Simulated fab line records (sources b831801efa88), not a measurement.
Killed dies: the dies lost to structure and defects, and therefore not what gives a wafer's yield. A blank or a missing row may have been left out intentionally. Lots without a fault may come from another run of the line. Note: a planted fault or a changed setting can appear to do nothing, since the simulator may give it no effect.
Which tool is to blame?	flow sky130	12 lots, 36 wafers sampled, at 1 step of a route of 708

## WHAT THE GAUGES SHOWED, per wafer
SKY_POLY_GATE_THK_MEAS_04.
lot	measured	on	POLY_GATE_CVD_03_THK (nm)
L075	day 15 11:28	filmMetro-02	74.6 75.1 75.3
L077	day 16 14:50	filmMetro-02	75.4 75.4 75.7
L079	day 17 08:23	filmMetro-01	75.7 76.1 76.2
L081	day 18 03:58	filmMetro-01	76.4 75.2 75.7
L083	day 18 18:56	filmMetro-02	75.9 75.9 76.1
L085	day 19 15:23	filmMetro-02	75.7 76.0 75.8
L087	day 20 06:11	filmMetro-03	75.9 76.3 75.9
L088	day 20 16:56	filmMetro-01	76.6 76.4 76.0
L091	day 21 18:56	filmMetro-02	74.7 73.8 74.9
L093	day 22 05:35	filmMetro-01	74.7 75.1 74.5
L095	day 22 20:52	filmMetro-03	74.1 74.2 74.8
L097	day 23 14:14	filmMetro-02	75.1 75.2 75.4

## WHAT TOOL EACH LOT RAN ON (gives the tool, then ch and the chambers of the sampled wafers, and finally the start)
The record holds no process step before these readings.

## THE ANSWER, worked out from the rows above alone
Rule: the lots themselves supply what counts as usual. The widest of any qualifying gaps counts: lots, ordered by their means at a reading, are off when they make up no more than a third of the lots, leave a main group of 4 or more, and stand apart from it by 3 or more times the standard deviation of that group's means. Not used: any main group whose means are identical at the precision the tables above print for the reading. Also off: a lot with no number at a reading for which 4 or more lots have one. All remaining lots with rows at the step are treated as sound.
Across all readings shown, no lot is off: no conclusion can be drawn from this.

## WHAT THE SIMULATOR HAD INSERTED
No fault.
